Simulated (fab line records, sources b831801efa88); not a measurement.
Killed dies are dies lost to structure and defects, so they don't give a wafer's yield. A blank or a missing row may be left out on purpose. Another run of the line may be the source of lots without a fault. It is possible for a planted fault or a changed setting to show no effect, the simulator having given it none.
fab line records ; flow gf180mcu ; part 1 of 2: steps 1 to 28 of 40
[record] lots = 5; wafers = 15; last_day = 33
route steps=602 shown V5@544 TOP_METAL@567
lots with no fault: from the same line, run without faults
start_h: hours from the record's first day to the start of the lot's first wafer shown ; wait_h: hours from the lot's prior step to this one ; " repeats the value in the row above ; L1.1+2: several wafers, shown together as one row ; - no value, or no start given ; * or withheld: withheld ; < > ~ a bound
route shown NAME@n: a module of which the file shows steps, and the number in the route of the first ; usual: mean/standard deviation of fault-free wafers ; same: alike in all rows ; chamber/n: place in a boat ; sites: the reading at each site ; _std_site: standard deviation of those values ; _edge_site: inner sites' mean taken away from outer sites' mean ; radius_mm: how far each site lies from the wafer's centre ; mask NAME#n: copy n ; behind: the last tool/chamber to shape the wafer ; hold: why the lot went on hold/how many hours it stayed there/how the hold came to an end ; device: transistor that didn't switch, given as n, p or np ; end of line: tests of these same wafers at the route's end ; a step with no rows: only its recipe ; killed: count of dies lost to structure and defects at first sort (not the wafer's yield) ; map: dies across one wafer; x = killed, . = not, _ = none there
set.NAME: the setting the step ran with; set.NAME@STEP: the setting that earlier step ran with ; model.NAME: the simulator's own value behind a step, which no gauge read
lots at some steps of the route; a table a step, a row a wafer
services: a tool's chamber out of use, with start hour (start_h, from the record's first day; less than 0 if before it), hours out, and reason
[[steps]]
[step GF_V5_CMP_04]
[recipe] material = SiO2; down_force_psi = 4; platen_rpm = 60; pad_velocity_m_s = 0.94248
[usual] motor_current_A = 12.1/0.94
lot.wafer;tool;chamber;start_h;wait_h;motor_current_A
L077.4;cmp-01;0;630.10;0.1;12.1
L077.1;cmp-01;1;630.10;0.1;11.9
L077.5;cmp-01;2;630.10;0.1;11.2
L080.4;cmp-01;2;653.80;0.1;11.3
L080.3;cmp-01;3;653.80;0.1;11.7
L080.5;cmp-01;1;653.80;0.1;12.2
L083.4;cmp-01;2;678.44;0.0;11.4
L083.3;cmp-01;1;678.44;0.0;12.6
L083.6;cmp-01;3;678.44;0.0;12.0
L088.1;cmp-01;3;711.23;0.1;11.6
L088.3;cmp-01;1;711.23;0.1;11.8
L088.5;cmp-01;3;711.23;0.1;11.5
L092.3;cmp-01;2;740.30;0.1;11.2
L092.4;cmp-01;3;740.30;0.1;11.5
L092.6;cmp-01;2;740.30;0.1;11.1
[step GF_V5_BOW_MEAS_05]
[recipe] mode = bow
[usual] V5_BOW = 136/9.9
lot.wafer;tool;chamber;start_h;wait_h;V5_BOW[um]
L077.1;film_metro-03;-;630.30;0.1;128
L077.4;film_metro-03;-;630.30;0.1;141
L077.5;film_metro-03;-;630.30;0.1;119
L080.3;film_metro-02;-;654.04;0.1;130
L080.4;film_metro-02;-;654.04;0.1;135
L080.5;film_metro-02;-;654.04;0.1;124
L083.3;film_metro-03;-;678.78;0.1;130
L083.4;film_metro-03;-;678.78;0.1;142
L083.6;film_metro-03;-;678.78;0.1;116
L088.1;film_metro-02;-;711.53;0.2;146
L088.3;film_metro-02;-;711.53;0.2;141
L088.5;film_metro-02;-;711.53;0.2;140
L092.3;film_metro-01;-;740.59;0.2;149
L092.4;film_metro-01;-;740.59;0.2;143
L092.6;film_metro-01;-;740.59;0.2;151
[step GF_V5_DEHYDRATE_06]
[recipe] temp_c = 200; time_s = 60
lot.wafer;tool;chamber;start_h;wait_h
L077.1+4+5;litho_track-01;0;639.15;8.8
L080.3+4+5;litho_track-04;0;662.88;8.8
L083.3+4+6;litho_track-01;0;686.90;8.1
L088.1+3+5;litho_track-01;0;719.65;8.1
L092.3+4+6;litho_track-03;0;748.20;7.6
[step GF_V5_HMDS_07]
[recipe] prime_time_s = 60; prime_temp_c = 120
lot.wafer;tool;chamber;start_h;wait_h
L077.1+4+5;litho_track-01;0;639.30;0.1
L080.3+4+5;litho_track-04;0;663.03;0.1
L083.3+4+6;litho_track-01;0;687.05;0.1
L088.1+3+5;litho_track-01;0;719.80;0.1
L092.3+4+6;litho_track-03;0;748.35;0.1
[step GF_V5_COAT_08]
[recipe] resist = BARC; temp_c = withheld; time_s = withheld; spin_rpm = withheld; resist_thk_nm = withheld
[usual] dispense_pressure_kPa = 50.3/3
lot.wafer;tool;chamber;start_h;wait_h;dispense_pressure_kPa
L077.1;litho_track-01;0;639.45;0.1;48.6
L077.4;litho_track-01;0;639.45;0.1;48.6
L077.5;litho_track-01;0;639.45;0.1;48.6
L080.3;litho_track-04;0;663.18;0.1;55.0
L080.4;litho_track-04;0;663.18;0.1;55.0
L080.5;litho_track-04;0;663.18;0.1;55.0
L083.3;litho_track-01;0;687.20;0.1;48.6
L083.4;litho_track-01;0;687.20;0.1;48.6
L083.6;litho_track-01;0;687.20;0.1;48.6
L088.1;litho_track-01;0;719.95;0.1;48.5
L088.3;litho_track-01;0;719.95;0.1;48.5
L088.5;litho_track-01;0;719.95;0.1;48.5
L092.3;litho_track-03;0;748.50;0.1;48.2
L092.4;litho_track-03;0;748.50;0.1;48.2
L092.6;litho_track-03;0;748.50;0.1;48.1
[step GF_V5_COAT_09]
[recipe] resist = KrF; spin_rpm = withheld; resist_thk_nm = 1000
[usual] dispense_pressure_kPa = 50.3/3
lot.wafer;tool;chamber;start_h;wait_h;dispense_pressure_kPa
L077.1;litho_track-01;0;-;-;48.6
L077.4;litho_track-01;0;-;-;48.7
L077.5;litho_track-01;0;-;-;48.6
L080.3;litho_track-04;0;-;-;55.0
L080.4;litho_track-04;0;-;-;55.0
L080.5;litho_track-04;0;-;-;55.0
L083.3;litho_track-01;0;-;-;48.5
L083.4;litho_track-01;0;-;-;48.6
L083.6;litho_track-01;0;-;-;48.6
L088.1;litho_track-01;0;-;-;48.6
L088.3;litho_track-01;0;-;-;48.6
L088.5;litho_track-01;0;-;-;48.6
L092.3;litho_track-03;0;-;-;48.1
L092.4;litho_track-03;0;-;-;48.1
L092.6;litho_track-03;0;-;-;48.1
[step GF_V5_SOFTBAKE_10]
[recipe] temp_c = 130; time_s = 60; resist = KrF
lot.wafer;tool;chamber;start_h;wait_h
L077.1+4+5;litho_track-01;0;-;-
L080.3+4+5;litho_track-04;0;-;-
L083.3+4+6;litho_track-01;0;-;-
L088.1+3+5;litho_track-01;0;-;-
L092.3+4+6;litho_track-03;0;-;-
[step GF_V5_EXPOSE_11]
[recipe] mask_id = Via5; target_cd_nm = 260; na = 0.68; source_shape = conventional; sigma_outer = 0.6; dose_mj = 38
lot.wafer;tool;chamber;start_h;wait_h;mask
L077.1+4+5;krf_scanner-01;0;-;-;Via5#0
L080.3+4+5;krf_scanner-02;0;-;-;Via5#0
L083.3+4+6;krf_scanner-02;0;-;-;Via5#0
L088.1+3+5;krf_scanner-01;0;-;-;Via5#0
L092.3+4+6;krf_scanner-02;0;-;-;Via5#0
[step GF_V5_PEB_12]
[recipe] peb_temp_c = 135; peb_time_s = 90; resist = KrF
lot.wafer;tool;chamber;start_h;wait_h
L077.1+4+5;litho_track-01;0;-;-
L080.3+4+5;litho_track-04;0;-;-
L083.3+4+6;litho_track-01;0;-;-
L088.1+3+5;litho_track-04;0;-;-
L092.3+4+6;litho_track-03;0;-;-
[step GF_V5_DEVELOP_13]
[recipe] develop_time_s = 60; resist = KrF; dev_temp_c = 21
lot.wafer;tool;chamber;start_h;wait_h
L077.1+4+5;litho_track-01;0;649.35;0.2
L080.3+4+5;litho_track-04;0;672.98;0.1
L083.3+4+6;litho_track-01;0;696.70;0.1
L088.1+3+5;litho_track-04;0;729.13;0.2
L092.3+4+6;litho_track-03;0;757.15;0.1
[step GF_V5_CD_MEAS_14]
[recipe] target_cd_nm = 260
[usual] cd_nm = 260.0/1.1
lot.wafer;tool;chamber;start_h;wait_h;cd_nm
L077.1;cd_sem-02;-;649.50;0.1;260.1
L077.4;cd_sem-02;-;649.50;0.1;260.0
L077.5;cd_sem-02;-;649.50;0.1;258.0
L080.3;cd_sem-01;-;673.12;0.1;259.2
L080.4;cd_sem-01;-;673.12;0.1;260.5
L080.5;cd_sem-01;-;673.12;0.1;260.3
L083.3;cd_sem-02;-;696.84;0.1;260.0
L083.4;cd_sem-02;-;696.84;0.1;259.9
L083.6;cd_sem-02;-;696.84;0.1;259.6
L088.1;cd_sem-01;-;729.28;0.1;259.6
L088.3;cd_sem-01;-;729.28;0.1;259.2
L088.5;cd_sem-01;-;729.28;0.1;260.8
L092.3;cd_sem-01;-;757.29;0.1;260.2
L092.4;cd_sem-01;-;757.29;0.1;259.3
L092.6;cd_sem-01;-;757.29;0.1;260.3
[step GF_V5_OVL_MEAS_15]
[usual] V5_OVL = -4/5.6
lot.wafer;tool;chamber;start_h;wait_h;V5_OVL[nm]
L077.1;overlay-02;-;649.62;0.1;-1
L077.4;overlay-02;-;649.62;0.1;-1
L077.5;overlay-02;-;649.62;0.1;1
L080.3;overlay-01;-;673.22;0.1;-5
L080.4;overlay-01;-;673.22;0.1;-1
L080.5;overlay-01;-;673.22;0.1;-9
L083.3;overlay-02;-;696.93;0.1;-4
L083.4;overlay-02;-;696.93;0.1;-3
L083.6;overlay-02;-;696.93;0.1;1
L088.1;overlay-01;-;729.40;0.1;5
L088.3;overlay-01;-;729.40;0.1;-10
L088.5;overlay-01;-;729.40;0.1;2
L092.3;overlay-01;-;757.38;0.1;0
L092.4;overlay-01;-;757.38;0.1;2
L092.6;overlay-01;-;757.38;0.1;7
[step GF_V5_ETCH_16]
[recipe] chemistry = N2/H2; target_depth_a = withheld; overetch_a = withheld; time_s = withheld; target = BARC; ion_energy_ev = 200; source_w = 500; bias_w = 100; pressure_mtorr = 30; n2_flow_sccm = 100; h2_flow_sccm = 200
[usual] drypump_motor_current_A = 5.35/0.29; n2_flow_sccm = 100.0/0.31; oes_product_au = 0.856/0.0045; throttle_valve_pct = 13.225/0.01
lot.wafer;tool;chamber;start_h;wait_h;drypump_motor_current_A;n2_flow_sccm;oes_product_au;throttle_valve_pct
L077.1;rie_diel-02;1;649.66;0.0;5.93;100.0;0.855;13.232
L077.4;rie_diel-02;3;649.66;0.0;5.31;99.9;0.854;13.226
L077.5;rie_diel-02;2;649.66;0.0;4.99;100.1;0.859;13.229
L080.3;rie_diel-02;0;673.24;0.0;5.47;99.3;0.863;13.214
L080.4;rie_diel-02;0;673.24;0.0;5.45;99.7;0.860;13.225
L080.5;rie_diel-02;3;673.24;0.0;5.30;100.3;0.862;13.213
L083.3;rie_diel-01;3;696.96;0.0;5.19;99.8;0.856;13.228
L083.4;rie_diel-01;1;696.96;0.0;5.50;100.0;0.859;13.234
L083.6;rie_diel-01;0;696.96;0.0;5.28;100.5;0.846;13.224
L088.1;rie_diel-04;0;729.44;0.0;4.90;99.9;0.852;13.220
L088.3;rie_diel-04;2;729.44;0.0;5.46;100.1;0.867;13.230
L088.5;rie_diel-04;2;729.44;0.0;5.44;100.4;0.854;13.231
L092.3;rie_diel-04;1;757.40;0.0;5.53;99.2;0.865;13.208
L092.4;rie_diel-04;0;757.40;0.0;4.90;99.9;0.858;13.229
L092.6;rie_diel-04;3;757.40;0.0;5.37;99.8;0.851;13.244
[step GF_V5_ETCH_17]
[recipe] chemistry = C4F8/O2/Ar; mask_material = KrF; target = SiO2; stop_on = TiN; source_w = 1500; bias_w = 1200; pressure_mtorr = 40; c4f8_flow_sccm = withheld; O2_flow_sccm = 6; Ar_flow_sccm = 300; time_s = withheld; target_depth_a = 8550
[usual] oes_product_au = 0.860/0.0044
lot.wafer;tool;chamber;start_h;wait_h;oes_product_au
L077.1;rie_diel-02;1;-;-;0.858
L077.4;rie_diel-02;3;-;-;0.854
L077.5;rie_diel-02;2;-;-;0.861
L080.3;rie_diel-02;0;-;-;0.857
L080.4;rie_diel-02;0;-;-;0.864
L080.5;rie_diel-02;3;-;-;0.863
L083.3;rie_diel-01;3;-;-;0.852
L083.4;rie_diel-01;1;-;-;0.861
L083.6;rie_diel-01;0;-;-;0.865
L088.1;rie_diel-04;0;-;-;0.863
L088.3;rie_diel-04;2;-;-;0.861
L088.5;rie_diel-04;2;-;-;0.864
L092.3;rie_diel-04;1;-;-;0.859
L092.4;rie_diel-04;0;-;-;0.859
L092.6;rie_diel-04;3;-;-;0.860
[step GF_V5_STRIP_18]
[recipe] chemistry = O2/N2; power_w = 1400; pressure_mtorr = 1500; platen_temp_c = 250; o2_flow_sccm = 3000; n2_flow_sccm = 300; overash_fraction = 0.5
[usual] drypump_motor_current_A = 5.9/0.48; heater_power_w = 340/43; n2_flow_sccm = 300.0/0.9; oes_product_au = 0.570/0.0049
lot.wafer;tool;chamber;start_h;wait_h;drypump_motor_current_A;heater_power_w;n2_flow_sccm;oes_product_au;rf_hours_counter_h
L077.1;plasma_asher-03;1;649.81;-;5.2;276;299.5;0.571;89
L077.4;plasma_asher-03;1;649.81;-;5.2;282;300.9;0.571;-
L077.5;plasma_asher-03;0;649.81;-;6.4;328;300.0;0.572;-
L080.3;plasma_asher-01;0;673.43;-;5.6;342;298.6;0.563;-
L080.4;plasma_asher-01;1;673.43;-;5.8;338;299.5;0.572;-
L080.5;plasma_asher-01;1;673.43;-;5.8;351;299.5;0.565;-
L083.3;plasma_asher-03;0;697.14;-;6.4;331;300.6;0.569;-
L083.4;plasma_asher-03;1;697.14;-;5.2;286;299.0;0.567;-
L083.6;plasma_asher-03;0;697.14;-;6.4;329;300.0;0.574;-
L088.1;plasma_asher-03;0;729.59;-;6.4;327;300.8;0.564;97
L088.3;plasma_asher-03;1;729.59;-;5.2;285;300.1;0.570;-
L088.5;plasma_asher-03;1;729.59;-;5.2;289;301.2;0.570;-
L092.3;plasma_asher-02;0;757.59;-;5.8;342;301.4;0.573;-
L092.4;plasma_asher-02;1;757.59;-;6.4;405;299.7;0.566;-
L092.6;plasma_asher-02;0;757.59;-;5.8;348;300.6;0.568;-
[step GF_V5_STRIP_19]
[recipe] chemistry = post_etch_residue_remover; time_s = 1200; temp_c = 72.5
lot.wafer;tool;chamber;start_h;wait_h
L077.1+4+5;wet_bench-03;2;649.91;0.1
L080.3+4+5;wet_bench-04;1;673.49;0.0
L083.3+4+6;wet_bench-04;1;697.21;0.0
L088.1+3+5;wet_bench-03;3;729.69;0.1
L092.3+4+6;wet_bench-04;3;757.65;0.0
[step GF_V5_CLEAN_20]
[recipe] chemistry = DIW; dry = n2_spin
lot.wafer;tool;chamber;start_h;wait_h
L077.1+4+5;wet_bench-04;2;650.25;0.0
L080.3+4+5;wet_bench-04;1;674.24;0.0
L083.3+4+6;wet_bench-02;0;697.55;0.0
L088.1+3+5;wet_bench-04;1;730.03;0.0
L092.3+4+6;wet_bench-03;0;758.00;0.0
[step GF_V5_SPUTTER_21]
[recipe] material = Ti; target_thk_nm = 15; chamber_pressure_pa = 5; power_w = 2500; substrate_temp_c = 200; time_s = 80.02
[usual] throttle_valve_pct = 30.1/1
lot.wafer;tool;chamber;start_h;wait_h;throttle_valve_pct
L077.1;pvd_sputter-03;-;650.34;0.0;30.7
L077.4;pvd_sputter-03;-;650.34;0.0;31.5
L077.5;pvd_sputter-03;-;650.34;0.0;29.8
L080.3;pvd_sputter-01;-;674.44;0.0;30.1
L080.4;pvd_sputter-01;-;674.44;0.0;28.5
L080.5;pvd_sputter-01;-;674.44;0.0;30.0
L083.3;pvd_sputter-03;-;697.75;0.0;30.5
L083.4;pvd_sputter-03;-;697.75;0.0;30.9
L083.6;pvd_sputter-03;-;697.75;0.0;30.2
L088.1;pvd_sputter-03;-;730.13;0.0;29.5
L088.3;pvd_sputter-03;-;730.13;0.0;30.0
L088.5;pvd_sputter-03;-;730.13;0.0;29.6
L092.3;pvd_sputter-03;-;758.09;0.0;29.7
L092.4;pvd_sputter-03;-;758.09;0.0;31.3
L092.6;pvd_sputter-03;-;758.09;0.0;29.5
[step GF_V5_SPUTTER_22]
[recipe] material = TiN; target_thk_nm = 10; chamber_pressure_pa = 5; power_w = 4000; time_s = 40
[usual] throttle_valve_pct = 30.1/0.97
lot.wafer;tool;chamber;start_h;wait_h;throttle_valve_pct
L077.1;pvd_sputter-03;-;650.40;0.0;30.8
L077.4;pvd_sputter-03;-;650.40;0.0;31.2
L077.5;pvd_sputter-03;-;650.40;0.0;29.9
L080.3;pvd_sputter-01;-;674.50;0.0;30.3
L080.4;pvd_sputter-01;-;674.50;0.0;28.5
L080.5;pvd_sputter-01;-;674.50;0.0;30.0
L083.3;pvd_sputter-03;-;697.81;0.0;30.8
L083.4;pvd_sputter-03;-;697.81;0.0;30.6
L083.6;pvd_sputter-03;-;697.81;0.0;29.8
L088.1;pvd_sputter-03;-;730.20;0.0;29.7
L088.3;pvd_sputter-03;-;730.20;0.0;29.8
L088.5;pvd_sputter-03;-;730.20;0.0;29.4
L092.3;pvd_sputter-03;-;758.15;0.0;29.9
L092.4;pvd_sputter-03;-;758.15;0.0;31.5
L092.6;pvd_sputter-03;-;758.15;0.0;29.3
[step GF_V5_CVD_23]
[recipe] material = W; target_thk_nm = 350; time_s = 104.9; temp_c = 400; pressure_torr = 40
[usual] heater_power_w = 813/98
lot.wafer;tool;chamber;start_h;wait_h;heater_power_w;since_wet_clean_h
L077.1;cvd_w-01;1;650.44;0.0;875;246
L077.4;cvd_w-01;0;650.44;0.0;678;-
L077.5;cvd_w-01;1;650.44;0.0;872;-
L080.3;cvd_w-02;0;674.58;0.1;715;-
L080.4;cvd_w-02;1;674.58;0.1;909;-
L080.5;cvd_w-02;0;674.58;0.1;747;-
L083.3;cvd_w-02;0;697.89;0.1;750;-
L083.4;cvd_w-02;1;697.89;0.1;916;-
L083.6;cvd_w-02;1;697.89;0.1;909;-
L088.1;cvd_w-02;1;730.23;0.0;919;826
L088.3;cvd_w-02;0;730.23;0.0;741;-
L088.5;cvd_w-02;1;730.23;0.0;907;-
L092.3;cvd_w-01;0;758.23;0.1;688;-
L092.4;cvd_w-01;1;758.23;0.1;892;-
L092.6;cvd_w-01;0;758.23;0.1;695;-
[step GF_V5_RS_MEAS_24]
[recipe] thk_meas_gauge = four-point-probe; reads = W_of_V5_CVD_23+TiN_of_V5_SPUTTER_22+Ti_of_V5_SPUTTER_21
[usual] V5_W_RS = 0.326/0.0037
lot.wafer;tool;chamber;start_h;wait_h;V5_W_RS[ohm/sq]
L077.1;film_metro-03;-;650.60;0.1;0.332
L077.4;film_metro-03;-;650.60;0.1;0.332
L077.5;film_metro-03;-;650.60;0.1;0.328
L080.3;film_metro-01;-;674.71;0.1;0.323
L080.4;film_metro-01;-;674.71;0.1;0.326
L080.5;film_metro-01;-;674.71;0.1;0.324
L083.3;film_metro-02;-;698.00;0.1;0.328
L083.4;film_metro-02;-;698.00;0.1;0.327
L083.6;film_metro-02;-;698.00;0.1;0.333
L088.1;film_metro-02;-;730.35;0.1;0.322
L088.3;film_metro-02;-;730.35;0.1;0.326
L088.5;film_metro-02;-;730.35;0.1;0.323
L092.3;film_metro-03;-;758.34;0.1;0.320
L092.4;film_metro-03;-;758.34;0.1;0.324
L092.6;film_metro-03;-;758.34;0.1;0.326
[step GF_V5_THK_MEAS_25]
[recipe] thk_meas_gauge = xrf; reads = W_of_V5_CVD_23
[usual] V5_W_THK = 358/4.4
lot.wafer;tool;chamber;start_h;wait_h;V5_W_THK[nm]
L077.1;film_metro-03;-;650.72;0.1;348
L077.4;film_metro-03;-;650.72;0.1;349
L077.5;film_metro-03;-;650.72;0.1;352
L080.3;film_metro-01;-;674.81;0.1;361
L080.4;film_metro-01;-;674.81;0.1;357
L080.5;film_metro-01;-;674.81;0.1;359
L083.3;film_metro-02;-;698.10;0.1;361
L083.4;film_metro-02;-;698.10;0.1;361
L083.6;film_metro-02;-;698.10;0.1;354
L088.1;film_metro-02;-;730.47;0.1;365
L088.3;film_metro-02;-;730.47;0.1;361
L088.5;film_metro-02;-;730.47;0.1;367
L092.3;film_metro-03;-;758.44;0.1;361
L092.4;film_metro-03;-;758.44;0.1;356
L092.6;film_metro-03;-;758.44;0.1;354
[step GF_V5_CMP_26]
[recipe] stop_on = SiO2; down_force_psi = 3.5; platen_rpm = 60; t_overpolish_s = 15; target_thk_nm = 0; pad_velocity_m_s = 0.94248
[usual] motor_current_A = 11.1/0.95; overpolish_run_s = 15.000/0.01; time_to_endpoint_s = 86/4.2
lot.wafer;tool;chamber;start_h;wait_h;motor_current_A;overpolish_run_s;time_to_endpoint_s
L077.1;cmp-02;1;650.83;0.1;12.5;14.992;77
L077.4;cmp-02;2;650.83;0.1;10.8;15.000;79
L077.5;cmp-02;0;650.83;0.1;11.2;15.005;80
L080.4;cmp-01;0;675.62;0.8;10.8;14.990;91
L080.3;cmp-01;2;675.62;0.8;9.9;14.976;83
L080.5;cmp-01;3;675.62;0.8;10.1;14.994;90
L083.4;cmp-01;1;698.19;0.1;10.9;14.994;84
L083.3;cmp-01;3;698.19;0.1;10.1;15.004;84
L083.6;cmp-01;0;698.19;0.1;10.8;14.990;87
L088.1;cmp-02;0;730.58;0.1;10.6;14.994;90
L088.3;cmp-02;1;730.58;0.1;11.6;14.992;87
L088.5;cmp-02;0;730.58;0.1;11.0;15.017;89
L092.3;cmp-02;3;758.48;0.0;14.1;15.010;95
L092.4;cmp-02;1;758.48;0.0;11.8;15.012;89
L092.6;cmp-02;3;758.48;0.0;13.8;14.998;93
[step GF_TOP_METAL_SPUTTER_00]
[recipe] material = Ti; target_thk_nm = 37.5; arriving_ion_energy_ev = 80; substrate_temp_c = 200; chamber_pressure_pa = 2; power_w = 4000; time_s = 150
[usual] throttle_valve_pct = 29.7/0.97
lot.wafer;tool;chamber;start_h;wait_h;throttle_valve_pct
L077.1;pvd_sputter-03;-;651.08;0.2;31.2
L077.4;pvd_sputter-03;-;651.08;0.2;30.7
L077.5;pvd_sputter-03;-;651.08;0.2;30.7
L080.3;pvd_sputter-01;-;675.87;0.1;28.1
L080.4;pvd_sputter-01;-;675.87;0.1;30.6
L080.5;pvd_sputter-01;-;675.87;0.1;30.1
L083.3;pvd_sputter-02;-;698.44;0.1;30.6
L083.4;pvd_sputter-02;-;698.44;0.1;28.5
L083.6;pvd_sputter-02;-;698.44;0.1;28.5
L088.1;pvd_sputter-02;-;730.85;0.2;28.3
L088.3;pvd_sputter-02;-;730.85;0.2;28.3
L088.5;pvd_sputter-02;-;730.85;0.2;28.3
L092.3;pvd_sputter-02;-;758.78;0.2;28.5
L092.4;pvd_sputter-02;-;758.78;0.2;28.2
L092.6;pvd_sputter-02;-;758.78;0.2;29.3
[step GF_TOP_METAL_SPUTTER_01]
[recipe] material = TiN; target_thk_nm = 30; power_w = 6500; time_s = 25; chamber_pressure_pa = 0.4
[usual] throttle_valve_pct = 29.7/0.96
lot.wafer;tool;chamber;start_h;wait_h;throttle_valve_pct
L077.1;pvd_sputter-03;-;651.18;0.1;31.4
L077.4;pvd_sputter-03;-;651.18;0.1;30.4
L077.5;pvd_sputter-03;-;651.18;0.1;30.5
L080.3;pvd_sputter-01;-;675.97;0.1;28.5
L080.4;pvd_sputter-01;-;675.97;0.1;30.6
L080.5;pvd_sputter-01;-;675.97;0.1;30.2
L083.3;pvd_sputter-02;-;698.54;0.1;30.5
L083.4;pvd_sputter-02;-;698.54;0.1;28.4
L083.6;pvd_sputter-02;-;698.54;0.1;28.7
L088.1;pvd_sputter-02;-;730.95;0.1;28.2
L088.3;pvd_sputter-02;-;730.95;0.1;28.4
L088.5;pvd_sputter-02;-;730.95;0.1;28.4
L092.3;pvd_sputter-02;-;758.88;0.1;28.2
L092.4;pvd_sputter-02;-;758.88;0.1;28.2
L092.6;pvd_sputter-02;-;758.88;0.1;29.7
[step GF_TOP_METAL_SPUTTER_02]
[recipe] material = AlCu; target_thk_nm = 900; power_w = 10600; chamber_pressure_pa = 0.3; substrate_temp_c = 250; gas = Ar; time_s = 47.82
[usual] throttle_valve_pct = 29.7/0.98
lot.wafer;tool;chamber;start_h;wait_h;throttle_valve_pct
L077.1;pvd_sputter-03;-;651.21;0.0;31.5
L077.4;pvd_sputter-03;-;651.21;0.0;30.6
L077.5;pvd_sputter-03;-;651.21;0.0;30.8
L080.3;pvd_sputter-01;-;676.00;0.0;28.3
L080.4;pvd_sputter-01;-;676.00;0.0;30.7
L080.5;pvd_sputter-01;-;676.00;0.0;30.1
L083.3;pvd_sputter-02;-;698.57;0.0;30.6
L083.4;pvd_sputter-02;-;698.57;0.0;28.2
L083.6;pvd_sputter-02;-;698.57;0.0;28.3
L088.1;pvd_sputter-02;-;730.98;0.0;28.5
L088.3;pvd_sputter-02;-;730.98;0.0;28.4
L088.5;pvd_sputter-02;-;730.98;0.0;28.5
L092.3;pvd_sputter-02;-;758.91;0.0;28.6
L092.4;pvd_sputter-02;-;758.91;0.0;28.3
L092.6;pvd_sputter-02;-;758.91;0.0;29.5
[step GF_TOP_METAL_SPUTTER_03]
[recipe] material = Ti; target_thk_nm = 5; substrate_temp_c = 300; chamber_pressure_pa = 0.3; power_w = 3000; time_s = 3.3
[usual] throttle_valve_pct = 29.7/0.99
lot.wafer;tool;chamber;start_h;wait_h;throttle_valve_pct
L077.1;pvd_sputter-03;-;651.26;0.0;31.4
L077.4;pvd_sputter-03;-;651.26;0.0;30.9
L077.5;pvd_sputter-03;-;651.26;0.0;30.5
L080.3;pvd_sputter-01;-;676.04;0.0;28.3
L080.4;pvd_sputter-01;-;676.04;0.0;30.8
L080.5;pvd_sputter-01;-;676.04;0.0;30.1
L083.3;pvd_sputter-02;-;698.62;0.0;30.5
L083.4;pvd_sputter-02;-;698.62;0.0;28.3
L083.6;pvd_sputter-02;-;698.62;0.0;28.5
L088.1;pvd_sputter-02;-;731.02;0.0;28.2
L088.3;pvd_sputter-02;-;731.02;0.0;28.5
L088.5;pvd_sputter-02;-;731.02;0.0;28.4
L092.3;pvd_sputter-02;-;758.95;0.0;28.0
L092.4;pvd_sputter-02;-;758.95;0.0;28.2
L092.6;pvd_sputter-02;-;758.95;0.0;29.5
[step GF_TOP_METAL_SPUTTER_04]
[recipe] material = TiN; target_thk_nm = 25; power_w = 6500; time_s = 20.8; chamber_pressure_pa = 0.4
[usual] throttle_valve_pct = 29.7/0.96
lot.wafer;tool;chamber;start_h;wait_h;throttle_valve_pct
L077.1;pvd_sputter-03;-;651.28;0.0;31.3
L077.4;pvd_sputter-03;-;651.28;0.0;30.4
L077.5;pvd_sputter-03;-;651.28;0.0;30.7
L080.3;pvd_sputter-01;-;676.06;0.0;28.0
L080.4;pvd_sputter-01;-;676.06;0.0;30.5
L080.5;pvd_sputter-01;-;676.06;0.0;30.0
L083.3;pvd_sputter-02;-;698.64;0.0;30.5
L083.4;pvd_sputter-02;-;698.64;0.0;28.0
L083.6;pvd_sputter-02;-;698.64;0.0;28.3
L088.1;pvd_sputter-02;-;731.04;0.0;28.3
L088.3;pvd_sputter-02;-;731.04;0.0;28.6
L088.5;pvd_sputter-02;-;731.04;0.0;28.5
L092.3;pvd_sputter-02;-;758.97;0.0;28.3
L092.4;pvd_sputter-02;-;758.97;0.0;28.4
L092.6;pvd_sputter-02;-;758.97;0.0;29.7
